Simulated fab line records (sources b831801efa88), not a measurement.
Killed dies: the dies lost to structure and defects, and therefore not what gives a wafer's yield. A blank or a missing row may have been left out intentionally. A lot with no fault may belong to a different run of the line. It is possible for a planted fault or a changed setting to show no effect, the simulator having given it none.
A single fault, viewed from 2 desks / flow gf180mcu / what lay behind the numbers comes last; until then each desk has only its own

TOOL OWNER'S DESK, ilineStepper-02
The tool's own readings at GF_TOP_METAL_EXPOSE_11 (exposes mask MetalTop, target cd 440 nm): means of the sampled wafers that have a number, for each lot that ran on this tool. Marked OUT: a lot whose mean sits more than 4 standard deviations from the usual mean, which makes it out of limits; the brackets give that distance.
Columns: A = exposureDoseMJCm2 at GF_TOP_METAL_EXPOSE_11, usual 169.85
lot=L961; first seen here=day 29 05:18; A=169.93
lot=L962; first seen here=day 29 11:52; A=169.88
lot=L963; first seen here=day 29 16:53; A=169.88
lot=L964; first seen here=day 30 00:35; A=169.88
lot=L972; first seen here=day 32 05:12; A=164.57 (-31) OUT
lot=L973; first seen here=day 32 08:32; A=164.56 (-31) OUT
lot=L977; first seen here=day 33 05:07; A=166.42 (-20) OUT
This desk finds L972, L973, L977 out of limits, L972 being first, at day 32 05:12 (exposureDoseMJCm2 at GF_TOP_METAL_EXPOSE_11). Within limits: L961, L962, L963, L964.

AT THE METROLOGY DESK
What the gauges read for every lot (on any tool): the sampled wafers with a number, averaged. Marked OUT: a lot whose mean sits more than 4 standard deviations from the usual mean, which makes it out of limits; the brackets give that distance.
Columns: A = TOP_METAL_ALCU_RS at GF_TOP_METAL_RS_MEAS_05, usual 0.0326 ohm/sq; B = cdNm at GF_TOP_METAL_CD_MEAS_14, usual 439.5 nm
lot=L957; first seen here=day 27 05:38; A=0.0322; B=441.1
lot=L961; first seen here=day 28 19:40; A=0.0322; B=439.5
lot=L962; first seen here=day 29 02:32; A=0.0333; B=439.0
lot=L963; first seen here=day 29 07:26; A=0.0331; B=441.2
lot=L964; first seen here=day 29 15:16; A=0.0324; B=441.3
lot=L965; first seen here=day 29 20:53; A=0.0332; B=441.9
lot=L966; first seen here=day 30 09:42; A=0.0331; B=439.6
lot=L972; first seen here=day 31 20:13; A=0.0324; B=446.7
lot=L973; first seen here=day 31 23:13; A=0.0330; B=451.0 (+5.2) OUT
lot=L974; first seen here=day 32 08:53; A=0.0329; B=439.2
lot=L977; first seen here=day 32 20:50; A=0.0327; B=443.8
lot=L978; first seen here=day 33 05:07; A=0.0330; B=442.4
This desk finds L973 out of limits, L973 being first, at day 32 15:56 (cdNm at GF_TOP_METAL_CD_MEAS_14). Within limits: L957, L961, L962, L963, L964, L965, L966, L972, L974, L977, L978.

PUT TOGETHER
On L972, L973, L977, at day 32 05:12, an alarm was possible from the tool owner's desk.
L973 would have let the metrology desk raise an alarm at day 32 15:56.
The metrology desk has L972, L977 on record, within its limits.
All the named lots went through GF_TOP_METAL_EXPOSE_11 on ilineStepper-02.

WHAT THE SIMULATOR HAD PUT IN
Process parameter drift: ilineStepper-02, from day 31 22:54 on, at GF_TOP_METAL_EXPOSE_11. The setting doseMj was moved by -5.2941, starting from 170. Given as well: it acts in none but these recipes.
Lots struck among those shown: L972, L973, L977.
Time in hours from fault onset to the first out-of-limits reading at each desk: tool owner's desk 6, metrology desk 17.
